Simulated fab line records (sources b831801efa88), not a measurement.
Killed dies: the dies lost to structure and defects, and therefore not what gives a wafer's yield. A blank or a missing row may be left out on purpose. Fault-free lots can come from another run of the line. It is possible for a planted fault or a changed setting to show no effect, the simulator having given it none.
fab line records -- flow sky130
record lots=12, wafers=36, lastDay=50
route steps=708 shown VT_ADJUST_NCORE@126 VT_ADJUST_HVTR@141 LDD_HVP@285
lots that met no fault: taken from a fault-free run of the same line
startH: hours from the record's first day to the start of the lot's first wafer shown -- waitH: hours elapsed since this lot's preceding step -- " repeats the value in the row above -- L1.1+2: a single row standing in for several wafers -- - no value present, or no start provided -- * or withheld: withheld -- < > ~ a bound
route shown NAME@n: NAME is a module with steps in the file, n the number in the route of the first one -- usual: mean and standard deviation over wafers with no fault -- same: alike in all rows -- chamber/n: place in a boat -- sites: the reading at each site -- _std_site: their standard deviation -- _edge_site: the outer-site mean with the inner-site mean subtracted -- radiusMm: for every site, how far away it sits from the centre of the wafer -- mask NAME#n: copy n -- behind: tool/chamber where the wafer was last shaped -- hold: the reason the lot was held/the length of the hold in hours/how it ended -- device: names the non-switching transistor (n, p or np) -- end of line: tests of these same wafers at the route's end -- a step with no rows: only its recipe -- killed: dies that structure and defects cost at the first sort, which is not the same as the wafer's yield -- map: a wafer's dies, marking killed ones x, the rest . and places with no die _
set.NAME: the setting the step ran with; set.NAME@STEP: the setting that earlier step ran with -- model.NAME: the simulator's own value behind a step, which no gauge read
steps of the route over a sample of lots; a table a step, a row a wafer
services: the hour from which a tool's chamber was out of use, counted from the record's first day as startH (under 0 if before that day), plus the number of hours and why
## steps
# step SKY_VT_ADJUST_NCORE_CD_MEAS_07
# recipe targetCdNm=380
# usual cdNm=379.5/2.3
lot.wafer,tool,chamber,startH,waitH,cdNm
L375.1,cdSem-02,-,190.65,0.1,382.4
L375.5,cdSem-02,-,190.65,0.1,382.0
L375.6,cdSem-02,-,190.65,0.1,382.7
L376.1,cdSem-02,-,198.49,0.1,376.2
L376.2,cdSem-02,-,198.49,0.1,375.1
L376.5,cdSem-02,-,198.49,0.1,379.2
L381.1,cdSem-01,-,238.45,0.1,379.0
L381.5,cdSem-01,-,238.45,0.1,379.8
L381.6,cdSem-01,-,238.45,0.1,381.1
L382.1,cdSem-01,-,250.29,0.1,378.0
L382.2,cdSem-01,-,250.29,0.1,378.8
L382.4,cdSem-01,-,250.29,0.1,380.7
L384.1,cdSem-01,-,275.49,0.1,377.2
L384.3,cdSem-01,-,275.49,0.1,375.8
L384.6,cdSem-01,-,275.49,0.1,379.4
L388.1,cdSem-02,-,300.54,0.1,379.5
L388.3,cdSem-02,-,300.54,0.1,377.7
L388.5,cdSem-02,-,300.54,0.1,379.1
L389.1,cdSem-02,-,302.04,0.1,376.0
L389.2,cdSem-02,-,302.04,0.1,375.1
L389.4,cdSem-02,-,302.04,0.1,377.2
L390.1,cdSem-01,-,309.29,0.1,383.3
L390.3,cdSem-01,-,309.29,0.1,385.4
L390.6,cdSem-01,-,309.29,0.1,384.4
L392.1,cdSem-01,-,324.19,0.1,377.5
L392.2,cdSem-01,-,324.19,0.1,380.1
L392.3,cdSem-01,-,324.19,0.1,375.5
L393.4,cdSem-01,-,325.50,0.1,376.6
L393.5,cdSem-01,-,325.50,0.1,378.5
L393.6,cdSem-01,-,325.50,0.1,377.5
L395.1,cdSem-01,-,339.75,0.1,381.8
L395.4,cdSem-01,-,339.75,0.1,380.8
L395.6,cdSem-01,-,339.75,0.1,385.0
L396.3,cdSem-02,-,346.68,0.1,376.8
L396.5,cdSem-02,-,346.68,0.1,378.2
L396.6,cdSem-02,-,346.68,0.1,381.0
# step SKY_VT_ADJUST_HVTR_STRIP_10
# recipe chemistry=O2/N2, powerW=1400, pressureMtorr=1500, platenTempC=withheld, o2FlowSccm=3000, n2FlowSccm=300, overashFraction=0.5
# usual drypumpMotorCurrentA=5.6/0.32, oesProductAu=0.716/0.0046, stripTimeToEndpointS=14.19/0.039
# same overashFraction=0.5
lot.wafer,tool,chamber,startH,waitH,drypumpMotorCurrentA,oesProductAu,rfHoursCounterH,stripTimeToEndpointS
L375.1,plasmaAsher-03,1,212.68,0.1,5.9,0.709,52,14.19
L375.5,plasmaAsher-03,1,212.68,0.1,5.9,0.721,-,14.22
L375.6,plasmaAsher-03,0,212.68,0.1,6.0,0.713,-,14.17
L376.1,plasmaAsher-03,1,220.83,0.1,5.9,0.716,52,14.21
L376.2,plasmaAsher-03,0,220.83,0.1,6.0,0.715,52,14.22
L376.5,plasmaAsher-03,0,220.83,0.1,6.0,0.718,-,14.23
L381.1,plasmaAsher-02,1,262.98,0.1,5.5,0.709,55,14.17
L381.5,plasmaAsher-02,1,262.98,0.1,5.5,0.713,-,14.19
L381.6,plasmaAsher-02,0,262.98,0.1,5.6,0.719,-,14.16
L382.1,plasmaAsher-03,1,275.15,0.1,5.9,0.720,58,14.20
L382.2,plasmaAsher-03,0,275.15,0.1,6.0,0.722,58,14.19
L382.4,plasmaAsher-03,1,275.15,0.1,5.9,0.718,-,14.18
L384.1,plasmaAsher-04,1,301.45,0.1,5.0,0.713,49,14.15
L384.3,plasmaAsher-04,1,301.45,0.1,5.0,0.719,-,14.16
L384.6,plasmaAsher-04,1,301.45,0.1,5.0,0.716,-,14.17
L388.1,plasmaAsher-03,1,327.30,0.1,5.9,0.711,63,14.20
L388.3,plasmaAsher-03,0,327.30,0.1,6.0,0.715,-,14.17
L388.5,plasmaAsher-03,0,327.30,0.1,6.0,0.711,-,14.21
L389.1,plasmaAsher-02,1,329.32,0.1,5.5,0.720,62,14.17
L389.2,plasmaAsher-02,0,329.32,0.1,5.6,0.715,62,14.21
L389.4,plasmaAsher-02,0,329.32,0.1,5.6,0.721,-,14.18
L390.1,plasmaAsher-04,0,336.48,0.1,5.4,0.711,52,14.12
L390.3,plasmaAsher-04,1,336.48,0.1,5.0,0.721,-,14.16
L390.6,plasmaAsher-04,0,336.48,0.1,5.3,0.713,-,14.12
L392.1,plasmaAsher-04,0,351.55,0.1,5.4,0.714,54,14.18
L392.2,plasmaAsher-04,1,351.55,0.1,5.0,0.719,54,14.13
L392.3,plasmaAsher-04,0,351.55,0.1,5.3,0.713,-,14.17
L393.4,plasmaAsher-02,0,353.73,0.1,5.6,0.724,-,14.26
L393.5,plasmaAsher-02,1,353.73,0.1,5.5,0.721,-,14.22
L393.6,plasmaAsher-02,0,353.73,0.1,5.6,0.710,-,14.23
L395.1,plasmaAsher-04,0,369.03,0.1,5.3,0.721,55,14.18
L395.4,plasmaAsher-04,1,369.03,0.1,5.0,0.714,-,14.17
L395.6,plasmaAsher-04,0,369.03,0.1,5.3,0.720,-,14.23
L396.3,plasmaAsher-04,1,374.88,0.1,5.0,0.714,-,14.21
L396.5,plasmaAsher-04,0,374.88,0.1,5.3,0.720,-,14.17
L396.6,plasmaAsher-04,1,374.88,0.1,5.0,0.711,-,14.16
# step SKY_LDD_HVP_OVL_MEAS_07
# usual LDD_HVP_OVL=-0.1/1.5
lot.wafer,tool,chamber,startH,waitH,LDD_HVP_OVL[nm]
L375.1,overlay-01,-,509.20,0.1,0.3
L375.5,overlay-01,-,509.20,0.1,-2.2
L375.6,overlay-01,-,509.20,0.1,1.1
L376.1,overlay-02,-,517.38,0.1,0.1
L376.2,overlay-02,-,517.38,0.1,-0.6
L376.5,overlay-02,-,517.38,0.1,0.5
L381.1,overlay-02,-,564.94,0.1,-1.3
L381.5,overlay-02,-,564.94,0.1,-2.0
L381.6,overlay-02,-,564.94,0.1,-0.7
L382.1,overlay-01,-,585.39,0.1,0.1
L382.2,overlay-01,-,585.39,0.1,-1.0
L382.4,overlay-01,-,585.39,0.1,-0.5
L384.1,overlay-01,-,614.73,0.1,0.1
L384.3,overlay-01,-,614.73,0.1,1.2
L384.6,overlay-01,-,614.73,0.1,0.0
L388.1,overlay-02,-,638.84,0.1,-1.0
L388.3,overlay-02,-,638.84,0.1,-0.6
L388.5,overlay-02,-,638.84,0.1,-2.0
L389.1,overlay-02,-,650.04,0.1,-1.0
L389.2,overlay-02,-,650.04,0.1,-0.7
L389.4,overlay-02,-,650.04,0.1,-0.2
L390.1,overlay-01,-,653.49,0.1,-1.7
L390.3,overlay-01,-,653.49,0.1,-0.1
L390.6,overlay-01,-,653.49,0.1,-1.2
L392.1,overlay-01,-,664.48,0.1,0.9
L392.2,overlay-01,-,664.48,0.1,0.9
L392.3,overlay-01,-,664.48,0.1,0.7
L393.4,overlay-01,-,666.96,0.1,-1.7
L393.5,overlay-01,-,666.96,0.1,-1.4
L393.6,overlay-01,-,666.96,0.1,-1.8
L395.1,overlay-02,-,681.24,0.1,1.4
L395.4,overlay-02,-,681.24,0.1,1.3
L395.6,overlay-02,-,681.24,0.1,2.6
L396.3,overlay-01,-,687.89,0.1,-1.2
L396.5,overlay-01,-,687.89,0.1,-2.0
L396.6,overlay-01,-,687.89,0.1,-2.4
# step SKY_LDD_HVP_IMPLANT_08
# recipe species=B, energyKev=20, doseCm2=1.7e+13, tiltDeg=17.9
# usual beamEnergyKeV=20.000/0.0068, endStationPressureTorr=5.08e-06/2.5e-07
lot.wafer,tool,chamber,startH,waitH,beamEnergyKeV,endStationPressureTorr
L375.1,implanter-04,0,509.23,0.0,19.995,5.69e-06
L375.5,implanter-04,0,509.23,0.0,19.997,5.52e-06
L375.6,implanter-04,0,509.23,0.0,20.001,5.1e-06
L376.1,implanter-01,0,517.41,0.0,20.002,4.85e-06
L376.2,implanter-01,0,517.41,0.0,20.008,5.03e-06
L376.5,implanter-01,0,517.41,0.0,20.002,5.74e-06
L381.1,implanter-01,0,564.97,0.0,20.001,5.14e-06
L381.5,implanter-01,0,564.97,0.0,19.995,5.18e-06
L381.6,implanter-01,0,564.97,0.0,19.996,4.95e-06
L382.1,implanter-01,0,585.42,0.0,23.704,4.92e-06
L382.2,implanter-01,0,585.42,0.0,23.714,5.17e-06
L382.4,implanter-01,0,585.42,0.0,23.699,4.97e-06
L384.1,implanter-01,0,614.76,0.0,23.711,5.29e-06
L384.3,implanter-01,0,614.76,0.0,23.707,5.38e-06
L384.6,implanter-01,0,614.76,0.0,23.698,4.83e-06
L388.1,implanter-04,0,638.88,0.0,20.003,5.71e-06
L388.3,implanter-04,0,638.88,0.0,20.004,4.56e-06
L388.5,implanter-04,0,638.88,0.0,19.996,5.36e-06
L389.1,implanter-02,0,650.07,0.0,20.013,4.86e-06
L389.2,implanter-02,0,650.07,0.0,19.998,5.52e-06
L389.4,implanter-02,0,650.07,0.0,20.007,5.25e-06
L390.1,implanter-02,0,653.52,0.0,20.002,4.58e-06
L390.3,implanter-02,0,653.52,0.0,20.001,4.83e-06
L390.6,implanter-02,0,653.52,0.0,20.005,4.96e-06
L392.1,implanter-02,0,664.51,0.0,20.002,5.21e-06
L392.2,implanter-02,0,664.51,0.0,20.004,5.11e-06
L392.3,implanter-02,0,664.51,0.0,19.990,4.98e-06
L393.4,implanter-04,0,667.06,0.1,20.005,4.98e-06
L393.5,implanter-04,0,667.06,0.1,19.999,4.91e-06
L393.6,implanter-04,0,667.06,0.1,19.995,4.5e-06
L395.1,implanter-01,0,681.28,0.0,19.987,4.95e-06
L395.4,implanter-01,0,681.28,0.0,19.990,5.03e-06
L395.6,implanter-01,0,681.28,0.0,19.977,5.08e-06
L396.3,implanter-01,0,687.96,0.1,19.988,5.16e-06
L396.5,implanter-01,0,687.96,0.1,19.990,5.06e-06
L396.6,implanter-01,0,687.96,0.1,19.990,4.66e-06
# step SKY_LDD_HVP_TW_MEAS_10
# usual LDD_HVP_TW=455/3.1
lot.wafer,tool,chamber,startH,waitH,LDD_HVP_TW
L375.1,filmMetro-02,-,509.48,0.1,456
L375.5,filmMetro-02,-,509.48,0.1,457
L375.6,filmMetro-02,-,509.48,0.1,458
L376.1,filmMetro-03,-,517.66,0.1,450
L376.2,filmMetro-03,-,517.66,0.1,455
L376.5,filmMetro-03,-,517.66,0.1,453
L381.1,filmMetro-03,-,565.22,0.1,450
L381.5,filmMetro-03,-,565.22,0.1,450
L381.6,filmMetro-03,-,565.22,0.1,455
L382.1,filmMetro-02,-,585.67,0.1,470
L382.2,filmMetro-02,-,585.67,0.1,470
L382.4,filmMetro-02,-,585.67,0.1,471
L384.1,filmMetro-03,-,615.01,0.1,467
L384.3,filmMetro-03,-,615.01,0.1,467
L384.6,filmMetro-03,-,615.01,0.1,468
L388.1,filmMetro-04,-,639.13,0.1,462
L388.3,filmMetro-04,-,639.13,0.1,460
L388.5,filmMetro-04,-,639.13,0.1,463
L389.1,filmMetro-02,-,650.32,0.1,457
L389.2,filmMetro-02,-,650.32,0.1,455
L389.4,filmMetro-02,-,650.32,0.1,456
L390.1,filmMetro-03,-,653.77,0.1,453
L390.3,filmMetro-03,-,653.77,0.1,455
L390.6,filmMetro-03,-,653.77,0.1,452
L392.1,filmMetro-03,-,664.76,0.1,451
L392.2,filmMetro-03,-,664.76,0.1,453
L392.3,filmMetro-03,-,664.76,0.1,452
L393.4,filmMetro-02,-,667.26,0.1,455
L393.5,filmMetro-02,-,667.26,0.1,454
L393.6,filmMetro-02,-,667.26,0.1,458
L395.1,filmMetro-04,-,681.53,0.1,460
L395.4,filmMetro-04,-,681.53,0.1,459
L395.6,filmMetro-04,-,681.53,0.1,461
L396.3,filmMetro-02,-,688.18,0.1,457
L396.5,filmMetro-02,-,688.18,0.1,454
L396.6,filmMetro-02,-,688.18,0.1,455
## services
tool,chamber,startH,hours,kind
plasmaAsher-02,-,191.94,1.1,repair
implanter-04,-,199.06,9.6,repair
implanter-04,-,229.86,1.6,repair
implanter-04,-,233.16,2.6,pm
implanter-02,-,277.49,3.7,pm
implanter-04,-,292.20,2.7,repair
plasmaAsher-03,-,333.11,1.4,repair
implanter-04,-,338.89,13.8,repair
implanter-02,-,339.65,2.0,repair
implanter-04,-,403.83,2.5,pm
plasmaAsher-03,-,421.25,9.0,pm
plasmaAsher-03,-,433.32,0.5,repair
plasmaAsher-02,-,434.97,38.2,repair
implanter-04,-,450.63,3.4,repair
plasmaAsher-02,-,473.15,14.6,pm
implanter-01,-,527.28,5.3,repair
implanter-02,-,534.07,2.2,repair
plasmaAsher-02,-,561.19,24.3,repair
plasmaAsher-02,-,561.22,2.3,repair
implanter-01,-,575.99,1.4,repair
implanter-04,-,576.89,0.8,repair
implanter-04,-,623.29,2.2,repair
implanter-04,-,648.76,0.6,repair
implanter-01,-,661.42,4.7,pm
## key
firstSign step=SKY_LDD_HVP_IMPLANT_08, reading=beamEnergyKeV, direction=up, sigmas=99+, usual=*, struck=*
effect step=SKY_LDD_HVP_TW_MEAS_10, reading=LDD_HVP_TW, direction=up, sigmas=4.6, usual=455, struck=469
metAt SKY_LDD_HVP_IMPLANT_08
struckLots L382,L384
testerLeftOut L382,L384
notActingAt SKY_VT_ADJUST_NCORE_CD_MEAS_07,SKY_VT_ADJUST_HVTR_STRIP_10,SKY_LDD_HVP_OVL_MEAS_07
onsetBetween 564.97 585.42
fault kind=processParameterDrift, tool=implanter-01, chamber=-, onsetH=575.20, steps=SKY_LDD_HVP_IMPLANT_08, channel=energyKev, offset=*, shape=step, endH=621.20, actsIn=*, stated=*
# testerLeftOut: of these lots the tester's yield and bins aren't shown, on N5 and GAA mostly nor the transistor test; their killed dies are dies lost to structure and defects alone, not to doping, threshold or leakage, so they don't give the yield
